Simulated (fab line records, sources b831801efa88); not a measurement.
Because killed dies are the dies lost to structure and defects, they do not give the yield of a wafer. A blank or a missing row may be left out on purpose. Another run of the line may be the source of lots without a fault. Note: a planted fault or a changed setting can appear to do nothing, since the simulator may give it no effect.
fab line records	flow sky130
record: lots: 6	wafers: 17	last_day: 49
route steps=708 shown LOCAL_INTERCONNECT@390 CONTACT@406 PAD_OPEN@708
lots that met no fault: from a run of the same line without faults
start_h: start of the lot's first displayed wafer, in hours after the record's first day	wait_h: hours since the lot's step before	" same as the row above	L1.1+2: several wafers, shown together as one row	- no value present, or no start provided	* or withheld: withheld	< > ~ a bound
route shown NAME@n: names a module that has steps shown in the file, with the first one's number in the route	usual: mean and standard deviation over wafers with no fault	same: alike in all rows	chamber/n: place in a boat	sites: the reading at each site	_std_site: how widely they spread, as a standard deviation	_edge_site: inner sites' mean taken away from outer sites' mean	radius_mm: for every site, how far away it sits from the centre of the wafer	mask NAME#n: copy n	behind: the last tool/chamber to shape the wafer	hold: the reason the lot was held/the length of the hold in hours/how it ended	device: the transistor (n, p or np) that didn't switch	end of line: the route-end tests of the same wafers	a step with no rows: only its recipe	killed: count of dies lost to structure and defects at first sort (not the wafer's yield)	map: dies across one wafer; x = killed, . = not, _ = none there
set.NAME: the setting as run; set.NAME@STEP: as run at that earlier step	model.NAME: the simulator's own value behind a step, which no gauge read
certain route steps with their lots: each step a table, each wafer a row
services: the hour from which a tool's chamber was out of use, counted from the record's first day as start_h (under 0 if before that day), plus the number of hours and why
== steps ==
step: SKY_LOCAL_INTERCONNECT_DEHYDRATE_03
recipe: temp_c: 200	time_s: 60
step: SKY_LOCAL_INTERCONNECT_HMDS_04
recipe: prime_time_s: 60	prime_temp_c: 120
step: SKY_LOCAL_INTERCONNECT_COAT_05
recipe: resist: BARC	temp_c: withheld	time_s: withheld	spin_rpm: 3000	resist_thk_nm: 60
step: SKY_LOCAL_INTERCONNECT_COAT_06
recipe: resist: KrF-thick	spin_rpm: 3000	resist_thk_nm: 450
step: SKY_LOCAL_INTERCONNECT_SOFTBAKE_07
recipe: temp_c: 100	time_s: 90	resist: KrF-thick
step: SKY_LOCAL_INTERCONNECT_EXPOSE_08
recipe: mask_id: LI1M	na: 0.8	source_shape: annular	sigma_inner: 0.55	sigma_outer: 0.85	target_cd_nm: 170	dose_mj: 28
step: SKY_LOCAL_INTERCONNECT_PEB_09
recipe: peb_temp_c: withheld	peb_time_s: withheld	resist: KrF-thick
step: SKY_LOCAL_INTERCONNECT_DEVELOP_10
recipe: develop_time_s: 60	resist: KrF-thick	dev_temp_c: 21
step: SKY_LOCAL_INTERCONNECT_CD_MEAS_11
recipe: target_cd_nm: 170
usual: cd_nm: 169.8/1.4
lot.wafer	tool	chamber	start_h	wait_h	cd_nm
L172.2	cd_sem-02	-	748.09	-	169.9
L172.5	"	-	"	"	168.9
L172.6	"	-	"	"	168.9
L171.3	cd_sem-02	-	756.63	-	169.6
L171.5	"	-	"	"	169.7
L171.6	"	-	"	"	169.3
L173.1	cd_sem-02	-	765.50	-	171.6
L173.2	"	-	"	"	170.4
L173.3	"	-	"	"	172.4
L181.1	cd_sem-02	-	814.64	-	169.3
L181.2	"	-	"	"	169.2
L181.5	"	-	"	"	168.0
L185.2	cd_sem-02	-	843.84	-	169.6
L185.5	"	-	"	"	168.9
L185.6	"	-	"	"	168.5
L187.2	cd_sem-02	-	859.17	-	171.1
L187.5	"	-	"	"	170.9
step: SKY_LOCAL_INTERCONNECT_OVL_MEAS_12
usual: LOCAL_INTERCONNECT_OVL: -3/5.5
lot.wafer	tool	chamber	start_h	wait_h	LOCAL_INTERCONNECT_OVL[nm]
L172.2	overlay-01	-	748.20	0.1	-13
L172.5	"	-	"	"	-9
L172.6	"	-	"	"	-9
L171.3	overlay-01	-	756.73	0.1	-2
L171.5	"	-	"	"	-3
L171.6	"	-	"	"	-2
L173.1	overlay-02	-	765.62	0.1	-6
L173.2	"	-	"	"	-8
L173.3	"	-	"	"	-8
L181.1	overlay-01	-	814.76	0.1	3
L181.2	"	-	"	"	1
L181.5	"	-	"	"	-1
L185.2	overlay-01	-	843.95	0.1	-10
L185.5	"	-	"	"	-7
L185.6	"	-	"	"	-9
L187.2	overlay-02	-	859.28	0.1	2
L187.5	"	-	"	"	0
step: SKY_LOCAL_INTERCONNECT_ETCH_13
recipe: chemistry: N2/H2	target: BARC	ion_energy_ev: 200	bias_w: 100	pressure_mtorr: 30	n2_flow_sccm: 100	h2_flow_sccm: 200	icp_w: 500	stop_on: SiO2	time_s: 45.9	target_depth_a: 600
step: SKY_LOCAL_INTERCONNECT_METAL_ETCH_14
recipe: target_depth_nm: 110	stop_on: PSG	chemistry: Cl2/BCl3	target: TiN	resist_sidewall_deg: 88	pressure_mtorr: 10	icp_w: 900	bias_w: 48.5	Cl2_flow_sccm: 60	bcl3_flow_sccm: 30	time_s: 31.4
usual: bcl3_flow_sccm: 29.99/0.098	drypump_motor_current_A: 6.0/0.32	oes_product_au: 0.941/0.007	throttle_valve_pct: 21.902/0.0099
lot.wafer	tool	chamber	start_h	wait_h	bcl3_flow_sccm	drypump_motor_current_A	oes_product_au	rf_hours_counter_h	throttle_valve_pct
L172.2	rie_metal-04	1	748.29	0.0	30.16	6.0	0.944	3	21.904
L172.5	"	0	"	"	29.97	5.7	0.947	-	21.890
L172.6	"	1	"	"	30.13	6.0	0.952	-	21.869
L171.3	rie_metal-02	0	756.83	0.0	30.13	5.6	0.949	-	21.909
L171.5	"	1	"	"	30.05	5.7	0.948	-	21.910
L171.6	"	0	"	"	30.08	5.6	0.936	-	21.910
L173.1	rie_metal-04	0	765.72	0.0	29.92	5.7	0.934	17	21.911
L173.2	"	1	"	"	29.91	6.0	0.949	4	21.891
L173.3	"	0	"	"	30.08	5.7	0.942	-	21.891
L181.1	rie_metal-01	1	814.86	0.0	30.01	6.2	0.940	4	21.887
L181.2	"	0	"	"	30.01	6.4	0.949	15	21.899
L181.5	"	1	"	"	30.05	6.2	0.931	-	21.905
L185.2	rie_metal-02	1	844.04	0.0	29.96	5.7	0.938	3	21.913
L185.5	"	0	"	"	29.77	5.6	0.942	-	21.911
L185.6	"	1	"	"	29.90	5.7	0.951	-	21.875
L187.2	rie_metal-02	1	859.37	0.0	29.85	5.7	0.925	4	21.896
L187.5	"	1	"	"	29.95	5.7	0.943	-	21.911
step: SKY_LOCAL_INTERCONNECT_STRIP_15
recipe: chemistry: O2/N2	power_w: 1400	pressure_mtorr: 1500	platen_temp_c: withheld	o2_flow_sccm: 3000	n2_flow_sccm: 300	overash_fraction: 0.5305
usual: drypump_motor_current_A: 5.9/0.48	oes_product_au: 0.427/0.0043	strip_time_to_endpoint_s: 4.727/0.02
lot.wafer	tool	chamber	start_h	wait_h	drypump_motor_current_A	oes_product_au	rf_hours_counter_h	strip_time_to_endpoint_s
L172.2	plasma_asher-03	1	748.34	0.0	5.6	0.427	92	4.724
L172.5	"	1	"	"	5.6	0.422	-	4.752
L172.6	"	0	"	"	5.4	0.421	-	4.752
L171.3	plasma_asher-01	1	756.90	0.1	6.2	0.426	-	4.741
L171.5	"	1	"	"	6.2	0.422	-	4.729
L171.6	"	0	"	"	5.7	0.429	-	4.748
L173.1	plasma_asher-01	1	765.77	0.0	6.3	0.426	31	4.761
L173.2	"	0	"	"	5.7	0.429	31	4.756
L173.3	"	0	"	"	5.7	0.426	-	4.777
L181.1	plasma_asher-01	1	814.91	0.0	6.3	0.424	36	4.703
L181.2	"	0	"	"	5.7	0.423	36	4.733
L181.5	"	0	"	"	5.7	0.422	-	4.686
L185.2	plasma_asher-03	0	844.09	0.0	5.4	0.427	101	4.702
L185.5	"	0	"	"	5.5	0.428	-	4.715
L185.6	"	1	"	"	5.6	0.422	-	4.715
L187.2	plasma_asher-03	0	859.42	0.0	5.4	0.428	103	4.736
L187.5	"	1	"	"	5.6	0.425	-	4.730
step: SKY_LOCAL_INTERCONNECT_STRIP_16
recipe: chemistry: post_etch_residue_remover	time_s: 1200	temp_c: 72.5
step: SKY_LOCAL_INTERCONNECT_CLEAN_17
recipe: chemistry: IPA	time_s: 180	temp_c: 25
step: SKY_LOCAL_INTERCONNECT_CLEAN_18
recipe: chemistry: O3/DIW	dry: n2_spin
step: SKY_CONTACT_CVD_00
recipe: material: Si3N4	target_thk_nm: 75	temp_c: 400	time_s: withheld	rf_w: 450
usual: heater_power_w: 765/110
lot.wafer	tool	chamber	start_h	wait_h	heater_power_w
L172.2	pecvd-02	0	748.99	0.0	747
L172.5	"	1	"	"	805
L172.6	"	2	"	"	572
L171.3	pecvd-03	2	757.56	0.0	665
L171.5	"	2	"	"	683
L171.6	"	1	"	"	805
L173.1	pecvd-04	1	766.42	0.0	832
L173.2	"	0	"	"	919
L173.3	"	0	"	"	944
L181.1	pecvd-03	0	815.50	0.0	926
L181.2	"	1	"	"	837
L181.5	"	1	"	"	845
L185.2	pecvd-02	2	844.73	0.0	593
L185.5	"	0	"	"	826
L185.6	"	2	"	"	600
L187.2	pecvd-04	2	860.01	0.0	558
L187.5	"	2	"	"	568
step: SKY_CONTACT_THK_MEAS_01
recipe: reads: Si3N4_of_CONTACT_CVD_00
usual: CONTACT_CVD_00_THK: 75.2/1
lot.wafer	tool	chamber	start_h	wait_h	CONTACT_CVD_00_THK[nm]
L172.2	film_metro-03	-	749.03	-	74.6
L172.5	"	-	"	"	76.3
L172.6	"	-	"	"	75.2
L171.3	film_metro-04	-	757.62	-	76.7
L171.5	"	-	"	"	77.4
L171.6	"	-	"	"	76.7
L173.1	film_metro-03	-	766.47	-	73.9
L173.2	"	-	"	"	73.7
L173.3	"	-	"	"	75.5
L181.1	film_metro-04	-	815.54	-	73.8
L181.2	"	-	"	"	74.3
L181.5	"	-	"	"	74.6
L185.2	film_metro-04	-	844.85	-	72.7
L185.5	"	-	"	"	74.6
L185.6	"	-	"	"	73.6
L187.2	film_metro-04	-	860.06	-	76.2
L187.5	"	-	"	"	76.8
step: SKY_CONTACT_HDPCVD_02
recipe: material: SiO2	target_thk_nm: 565	sigma_open_frac: 0.3	time_s: 94.2	temp_c: 600	sih4_flow_sccm: 60	pressure_mtorr: 6
step: SKY_CONTACT_THK_MEAS_03
recipe: reads: SiO2_of_CONTACT_HDPCVD_02
usual: CONTACT_HDPCVD_THK: 567/6.2
lot.wafer	tool	chamber	start_h	wait_h	CONTACT_HDPCVD_THK[nm]
L172.2	film_metro-04	-	749.16	0.0	569
L172.5	"	-	"	"	569
L172.6	"	-	"	"	567
L171.3	film_metro-01	-	757.74	0.1	565
L171.5	"	-	"	"	562
L171.6	"	-	"	"	567
L173.1	film_metro-01	-	766.60	0.0	563
L173.2	"	-	"	"	564
L173.3	"	-	"	"	560
L181.1	film_metro-03	-	815.66	0.0	572
L181.2	"	-	"	"	571
L181.5	"	-	"	"	569
L185.2	film_metro-01	-	844.98	0.0	550
L185.5	"	-	"	"	560
L185.6	"	-	"	"	559
L187.2	film_metro-01	-	860.19	0.0	571
L187.5	"	-	"	"	570
step: SKY_CONTACT_CMP_04
recipe: material: SiO2	down_force_psi: 4	platen_rpm: 60	pad_velocity_m_s: 0.94248
usual: motor_current_A: 12.0/0.91	slurry_filter_dp_kPa: 13.47/0.15	time_to_endpoint_s: 84/5.2
lot.wafer	tool	chamber	start_h	wait_h	motor_current_A	slurry_filter_dp_kPa	time_to_endpoint_s
L172.2	cmp-02	1	749.21	0.0	12.4	13.54	79
L172.6	"	1	"	"	12.3	13.59	78
L172.5	"	2	"	"	11.3	13.46	86
L171.3	cmp-02	3	757.83	0.1	12.5	13.23	78
L171.5	"	2	"	"	11.8	13.41	79
L171.6	"	3	"	"	12.8	13.28	82
L173.3	cmp-02	2	766.66	0.0	11.0	13.64	79
L173.1	"	0	"	"	12.1	13.49	81
L173.2	"	1	"	"	12.6	13.41	76
L181.1	cmp-02	3	815.72	0.1	12.3	13.57	81
L181.2	"	0	"	"	11.8	13.37	80
L181.5	"	3	"	"	13.0	13.29	78
L185.2	cmp-02	1	845.13	0.1	12.7	13.40	76
L185.5	"	3	"	"	12.5	13.50	82
L185.6	"	0	"	"	12.6	13.45	81
L187.2	cmp-01	0	860.39	0.2	12.1	13.51	87
L187.5	"	2	"	"	12.7	13.42	87
step: SKY_CONTACT_BOW_MEAS_05
recipe: mode: bow
usual: CONTACT_BOW: 83/7.6
lot.wafer	tool	chamber	start_h	wait_h	CONTACT_BOW[um]
L172.2	film_metro-03	-	749.53	0.3	70
L172.5	"	-	"	"	79
L172.6	"	-	"	"	70
L171.3	film_metro-01	-	758.12	0.2	77
L171.5	"	-	"	"	75
L171.6	"	-	"	"	75
L173.1	film_metro-01	-	766.96	0.1	76
L173.2	"	-	"	"	81
L173.3	"	-	"	"	72
L181.1	film_metro-01	-	816.02	0.2	81
L181.2	"	-	"	"	87
L181.5	"	-	"	"	93
L185.2	film_metro-03	-	845.35	0.2	85
L185.5	"	-	"	"	82
L185.6	"	-	"	"	86
L187.2	film_metro-01	-	860.56	0.1	82
L187.5	"	-	"	"	78
step: SKY_CONTACT_DEHYDRATE_06
recipe: temp_c: 200	time_s: 60
step: SKY_CONTACT_HMDS_07
recipe: prime_time_s: 60	prime_temp_c: 120
step: SKY_CONTACT_COAT_08
recipe: resist: BARC	temp_c: withheld	time_s: withheld	spin_rpm: 3000	resist_thk_nm: 60
step: SKY_CONTACT_COAT_09
recipe: resist: KrF-thick	spin_rpm: 3000	resist_thk_nm: 450
step: SKY_CONTACT_SOFTBAKE_10
recipe: temp_c: 100	time_s: 90	resist: KrF-thick
step: SKY_CONTACT_EXPOSE_11
recipe: mask_id: CTM1	na: 0.8	source_shape: annular	sigma_inner: 0.55	sigma_outer: 0.85	target_cd_nm: 170	dose_mj: 38
step: SKY_CONTACT_PEB_12
recipe: peb_temp_c: withheld	peb_time_s: withheld	resist: KrF-thick
step: SKY_CONTACT_DEVELOP_13
recipe: develop_time_s: 60	resist: KrF-thick	dev_temp_c: 21
step: SKY_CONTACT_CD_MEAS_14
recipe: target_cd_nm: 170
usual: cd_nm: 170.1/1.5
lot.wafer	tool	chamber	start_h	wait_h	cd_nm
L172.2	cd_sem-02	-	775.72	-	165.6
L172.5	"	-	"	"	167.4
L172.6	"	-	"	"	168.2
L171.3	cd_sem-02	-	784.44	-	169.9
L171.5	"	-	"	"	170.0
L171.6	"	-	"	"	170.3
L173.1	cd_sem-02	-	793.60	-	170.7
L173.2	"	-	"	"	172.8
L173.3	"	-	"	"	170.9
L181.1	cd_sem-02	-	842.95	-	168.2
L181.2	"	-	"	"	170.5
L181.5	"	-	"	"	170.2
L185.2	cd_sem-02	-	871.95	-	169.6
L185.5	"	-	"	"	169.7
L185.6	"	-	"	"	171.0
L187.2	cd_sem-02	-	885.86	-	170.3
L187.5	"	-	"	"	170.0
step: SKY_CONTACT_OVL_MEAS_15
usual: CONTACT_OVL: -5/4.7
lot.wafer	tool	chamber	start_h	wait_h	CONTACT_OVL[nm]
L172.2	overlay-01	-	775.83	0.1	-3
L172.5	"	-	"	"	-3
L172.6	"	-	"	"	-2
L171.3	overlay-02	-	784.53	0.1	0
L171.5	"	-	"	"	-2
L171.6	"	-	"	"	-9
L173.1	overlay-02	-	793.72	0.1	-6
L173.2	"	-	"	"	-12
L173.3	"	-	"	"	-12
L181.1	overlay-02	-	843.07	0.1	-1
L181.2	"	-	"	"	-5
L181.5	"	-	"	"	-3
L185.2	overlay-02	-	872.06	0.1	-8
L185.5	"	-	"	"	-9
L185.6	"	-	"	"	-12
L187.2	overlay-01	-	885.97	0.1	-4
L187.5	"	-	"	"	-10
step: SKY_CONTACT_ETCH_16
recipe: chemistry: N2/H2	target: BARC	ion_energy_ev: 200	source_w: 500	bias_w: 100	pressure_mtorr: 30	n2_flow_sccm: 100	h2_flow_sccm: 200	stop_on: SiO2	time_s: 45.9	target_depth_a: 600
step: SKY_CONTACT_ETCH_17
recipe: target: SiO2	chemistry: C4F8/O2/Ar	stop_on: Si3N4	mask_material: KrF-thick	source_w: 1500	bias_w: 1200	pressure_mtorr: 40	c4f8_flow_sccm: withheld	O2_flow_sccm: 6	Ar_flow_sccm: 300	time_s: withheld	target_depth_a: 3400
usual: oes_product_au: 0.892/0.005
lot.wafer	tool	chamber	start_h	wait_h	oes_product_au
L172.2	rie_diel-04	2	775.90	0.0	0.891
L172.5	"	0	"	"	0.898
L172.6	"	3	"	"	0.888
L171.3	rie_diel-03	2	784.60	0.0	0.889
L171.5	"	0	"	"	0.891
L171.6	"	3	"	"	0.892
L173.1	rie_diel-01	3	793.80	0.0	0.893
L173.2	"	0	"	"	0.885
L173.3	"	1	"	"	0.896
L181.1	rie_diel-01	3	843.15	0.0	0.895
L181.2	"	2	"	"	0.894
L181.5	"	3	"	"	0.891
L185.2	rie_diel-03	2	872.13	0.0	0.889
L185.5	"	3	"	"	0.889
L185.6	"	2	"	"	0.887
L187.2	rie_diel-04	0	886.04	0.0	0.891
L187.5	"	2	"	"	0.894
step: SKY_CONTACT_ETCH_18
recipe: target: Si3N4	chemistry: CHF3/O2	stop_on: TiN	source_w: 600	bias_w: 200	pressure_mtorr: 40	chf3_flow_sccm: 50	O2_flow_sccm: 5	time_s: 39	target_depth_a: 750
usual: drypump_motor_current_A: 5.9/0.43	oes_product_au: 0.855/0.0083	throttle_valve_pct: 8.792/0.0091
lot.wafer	tool	chamber	start_h	wait_h	drypump_motor_current_A	oes_product_au	rf_hours_counter_h	throttle_valve_pct
L172.2	rie_diel-04	2	-	-	6.2	0.852	0	8.789
L172.5	"	0	"	"	5.5	0.857	-	8.795
L172.6	"	3	"	"	6.0	0.862	-	8.786
L171.3	rie_diel-03	2	-	-	6.5	0.864	2	8.799
L171.5	"	0	"	"	6.1	0.868	-	8.797
L171.6	"	3	"	"	6.3	0.868	-	8.806
L173.1	rie_diel-01	3	-	-	5.1	0.836	11	8.779
L173.2	"	0	"	"	6.2	0.852	3	8.777
L173.3	"	1	"	"	6.1	0.861	24	8.794
L181.1	rie_diel-01	3	-	-	5.0	0.843	13	8.779
L181.2	"	2	"	"	5.7	0.843	19	8.794
L181.5	"	3	"	"	5.1	0.850	-	8.800
L185.2	rie_diel-03	2	-	-	6.5	0.836	5	8.788
L185.5	"	3	"	"	6.4	0.854	-	8.797
L185.6	"	2	"	"	6.5	0.844	-	8.793
L187.2	rie_diel-04	0	-	-	5.5	0.863	5	8.787
L187.5	"	2	"	"	6.2	0.865	-	8.787
step: SKY_CONTACT_STRIP_19
recipe: chemistry: O2/N2	power_w: 1400	pressure_mtorr: 1500	platen_temp_c: withheld	o2_flow_sccm: 3000	n2_flow_sccm: 300	overash_fraction: 0.5
step: SKY_CONTACT_STRIP_20
recipe: chemistry: post_etch_residue_remover	time_s: 1200	temp_c: 72.5
step: SKY_CONTACT_CLEAN_21
recipe: chemistry: IPA	time_s: 180	temp_c: 25
step: SKY_CONTACT_CLEAN_22
recipe: chemistry: O3/DIW	dry: n2_spin
step: SKY_CONTACT_SPUTTER_23
recipe: material: TiN	target_thk_nm: 20	chamber_pressure_pa: 5	power_w: 4000	time_s: 80
step: SKY_CONTACT_CVD_24
recipe: material: W	target_thk_nm: 340	time_s: 102.12	temp_c: 400	pressure_torr: 40
step: SKY_CONTACT_RS_MEAS_25
recipe: thk_meas_gauge: four-point-probe	reads: W_of_CONTACT_CVD_24+TiN_of_CONTACT_SPUTTER_23
usual: CONTACT_W_RS: 0.337/0.005
lot.wafer	tool	chamber	start_h	wait_h	CONTACT_W_RS[ohm/sq]
L172.2	film_metro-01	-	776.77	0.1	0.348
L172.5	"	-	"	"	0.342
L172.6	"	-	"	"	0.331
L171.3	film_metro-04	-	785.50	0.1	0.341
L171.5	"	-	"	"	0.336
L171.6	"	-	"	"	0.344
L173.1	film_metro-04	-	794.69	0.1	0.336
L173.2	"	-	"	"	0.335
L173.3	"	-	"	"	0.340
L181.1	film_metro-03	-	844.01	0.1	0.335
L181.2	"	-	"	"	0.330
L181.5	"	-	"	"	0.333
L185.2	film_metro-03	-	873.03	0.1	0.337
L185.5	"	-	"	"	0.344
L185.6	"	-	"	"	0.337
L187.2	film_metro-04	-	886.95	0.1	0.337
L187.5	"	-	"	"	0.337
step: SKY_PAD_OPEN_PROBE_99
usual: killed_at_M0_to_M3: 44/6.7	killed_at_M4_up: 3.1/1.8	killed_at_contacts: 24/5.1	killed_at_front_end: 16/4.7	killed_at_other: 0.3/0.59	killed_dies: 88/9.6	killed_open: 48/7.3	killed_short: 39/6.5
same: gross_dies: 492	killed_at_back_side: 0
lot.wafer	tool	chamber	start_h	wait_h	killed_at_M0_to_M3	killed_at_M4_up	killed_at_contacts	killed_at_front_end	killed_at_other	killed_dies	killed_open	killed_short
L171.3	prober-01	-	1115.24	0.2	43	2	33	21	0	99	50	49
L171.5	prober-01	-	1115.34	0.2	33	3	24	17	0	77	35	42
L171.6	prober-01	-	1115.39	0.2	30	6	29	17	0	82	37	45
L181.1	prober-02	-	1158.21	0.1	50	1	33	21	0	105	49	56
L181.2	prober-02	-	1158.26	0.1	41	1	32	16	1	91	47	44
L181.5	prober-02	-	1158.41	0.2	47	2	35	6	0	90	60	30
L185.2	prober-02	-	1177.86	0.1	50	3	25	21	0	99	59	40
L185.5	prober-02	-	1178.01	0.2	51	3	22	20	0	96	53	42
L185.6	prober-02	-	1178.06	0.2	49	5	72	11	1	138	49	41
L187.2	prober-02	-	1184.10	0.1	55	1	26	18	0	100	61	38
L187.5	prober-02	-	1184.25	0.2	35	2	79	17	0	133	46	31
killed by level:class
L171.3 CONTACT:geometric_particle:open=14 VIA1:geometric_particle:open=9 FIELD_ISO:geometric_particle:short=7 CONTACT:geometric_particle:short=7 FIELD_ISO:geometric_particle:open=6 VIA3:geometric_particle:open=5 VIA2:geometric_particle:short=5 METAL3:geometric_particle:short=5
L171.5 CONTACT:geometric_particle:open=9 VIA1:geometric_particle:open=7 METAL1:geometric_particle:short=6 POLY_GATE:geometric_particle:short=5 LOCAL_INTERCONNECT:geometric_particle:short=5 VIA3:geometric_particle:open=5 FIELD_ISO:geometric_particle:open=4 SPACER:geometric_particle:short=4
L171.6 CONTACT:geometric_particle:short=10 CONTACT:geometric_particle:open=10 VIA1:geometric_particle:open=7 POLY_GATE:geometric_particle:open=6 METAL1:geometric_particle:short=6 LOCAL_INTERCONNECT:geometric_particle:short=5 METAL2:geometric_particle:short=5 FIELD_ISO:geometric_particle:short=4
L181.1 METAL1:geometric_particle:short=10 LI_CONTACT:geometric_particle:open=10 LOCAL_INTERCONNECT:geometric_particle:short=8 CONTACT:geometric_particle:open=7 VIA1:geometric_particle:open=7 VIA3:geometric_particle:open=7 POLY_GATE:geometric_particle:short=6 METAL1:geometric_particle:open=6
L181.2 CONTACT:geometric_particle:open=12 VIA1:geometric_particle:open=11 CONTACT:geometric_particle:short=7 LI_CONTACT:geometric_particle:open=6 VIA1:geometric_particle:short=6 FIELD_ISO:geometric_particle:open=5 LI_CONTACT:geometric_particle:short=4 METAL2:geometric_particle:open=4
L181.5 CONTACT:geometric_particle:open=22 VIA1:geometric_particle:open=12 LI_CONTACT:geometric_particle:open=8 VIA1:geometric_particle:short=6 VIA3:geometric_particle:open=6 VIA2:geometric_particle:open=5 POLY_GATE:geometric_particle:short=4 METAL2:geometric_particle:short=4
L185.2 VIA1:geometric_particle:open=22 LI_CONTACT:geometric_particle:open=9 VIA1:geometric_particle:short=8 CONTACT:geometric_particle:short=7 FIELD_ISO:geometric_particle:short=6 FIELD_ISO:geometric_particle:open=6 CONTACT:geometric_particle:open=6 VIA2:geometric_particle:open=5
L185.5 CONTACT:geometric_particle:open=11 VIA1:geometric_particle:open=11 VIA2:geometric_particle:open=7 METAL2:geometric_particle:short=7 VIA3:geometric_particle:short=6 METAL1:geometric_particle:short=5 VIA3:geometric_particle:open=5 CONTACT:geometric_particle:short=4
L185.6 LOCAL_INTERCONNECT:unspecified=48 VIA1:geometric_particle:open=11 CONTACT:geometric_particle:open=10 VIA3:geometric_particle:open=7 LI_CONTACT:geometric_particle:open=7 METAL2:geometric_particle:short=6 METAL1:geometric_particle:short=5 FIELD_ISO:geometric_particle:open=4
L187.2 VIA1:geometric_particle:open=14 VIA2:geometric_particle:open=11 CONTACT:geometric_particle:open=10 METAL2:geometric_particle:short=8 FIELD_ISO:geometric_particle:open=5 LI_CONTACT:geometric_particle:short=5 METAL1:geometric_particle:short=5 VIA3:geometric_particle:open=5
L187.5 LOCAL_INTERCONNECT:unspecified=54 CONTACT:geometric_particle:open=12 VIA1:geometric_particle:open=10 LI_CONTACT:geometric_particle:open=6 VIA1:geometric_particle:short=5 VIA3:geometric_particle:open=5 FIELD_ISO:geometric_particle:open=4 POLY_GATE:geometric_particle:short=4
map L185.6 (x killed, . not)
__________...x.....x_________
________.x..x........._______
______............x....._____
_____........x.......x...____
____..x.............x.....___
___.....x...x.x...x.xx.....__
__xx........xx...x......x.xx_
_..x....x.....x.xx.x.......xx
_...........xxxxxxxx.....x...
_.x...x...xx.xxxxxxxx........
_.x......x...xxxxxxxxx.x...x.
_..x.....x.xxxxxxxxxx.xx.....
_.x.....x.....xxxxxx.x..x.xx.
_..x..........xx..x..x.x...x.
_.....x.....x.x.......x..x..x
__.........xx.x..xx..x...xxx_
___x..............x...x....__
____...xx...x...xx..x.....___
_____.....x.x..xxx.......____
______.x.......x........_____
________x.....x.xx.xx._______
__________...x...x.x_________
map L187.5 (x killed, . not)
__________....x.x.x._________
________..x...x...xx.x_______
______.x.x.............x_____
_____....x...x..x....x...____
____........x..x....x.....___
___......xx...x...x........__
__x........xxxx.x.x........x_
_.....x........xxxx.x..x.....
_..x.........xxxxxxxx.......x
_..x.x...x..xxxxxxxx.xx.x..x.
_xx..........xxxxxxxxx.......
_.x....x.....xxxxxxxxx.x.x...
_.......x..x.xxxxxxxx...x..xx
_...x.x.x.....x.xxxxx..x.....
_.xxx.....x........x......x.x
__................xx.x......_
___..............xx.....x..__
____............xx........___
_____x.........x..x.....x____
______.........x.....x.._____
________....x........._______
__________..x....x.._________
== services ==
tool	chamber	start_h	hours	kind
pecvd-03	1	727.57	5.6	repair
rie_metal-02	-	734.48	14.6	pm
plasma_asher-01	-	734.53	14.6	pm
cmp-02	-	735.17	5.6	pm
cmp-02	-	744.44	4.0	pm
rie_diel-03	-	745.81	2.8	pm
pecvd-03	0	752.66	6.3	repair
cmp-01	-	766.10	13.0	pm
rie_metal-02	-	777.77	1.4	pm
rie_diel-04	-	781.42	28.1	pm
pecvd-02	2	788.22	11.1	repair
rie_metal-01	0	794.96	1.2	repair
pecvd-02	0	803.17	4.6	repair
cmp-02	-	805.63	0.7	repair
rie_diel-04	-	814.97	0.7	repair
rie_diel-01	-	822.17	1.6	repair
rie_diel-01	-	823.73	0.3	repair
rie_diel-01	0	829.36	2.4	repair
rie_diel-04	-	829.96	0.9	repair
rie_diel-04	3	834.88	4.1	repair
rie_diel-03	1	856.05	11.5	repair
rie_diel-01	2	862.50	14.0	repair
rie_metal-02	0	880.93	6.1	repair
rie_diel-04	1	881.91	5.6	repair
== key ==
first_sign: step: SKY_PAD_OPEN_PROBE_99	reading: killed_at_contacts	direction: up	sigmas: 10	usual: 24	struck: 76
effect: step: SKY_PAD_OPEN_PROBE_99	reading: killed_dies	direction: up	sigmas: 5	usual: 88	struck: 136
met_at SKY_LOCAL_INTERCONNECT_STRIP_15
struck_wafers L185.6,L187.5
tester_left_out L185,L187
onset_between 748.34 844.09
fault: kind: chamber_particle_source	tool: plasma_asher-03	chamber: 1	onset_h: 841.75	steps: SKY_LOCAL_INTERCONNECT_STRIP_15	rate_per_visit_cm2: 0.62816	end_h: 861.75
tester_left_out: of these lots the tester's yield and bins aren't shown, on N5 and GAA mostly nor the transistor test; their killed dies are dies lost to structure and defects alone, not to doping, threshold or leakage, so they don't give the yield
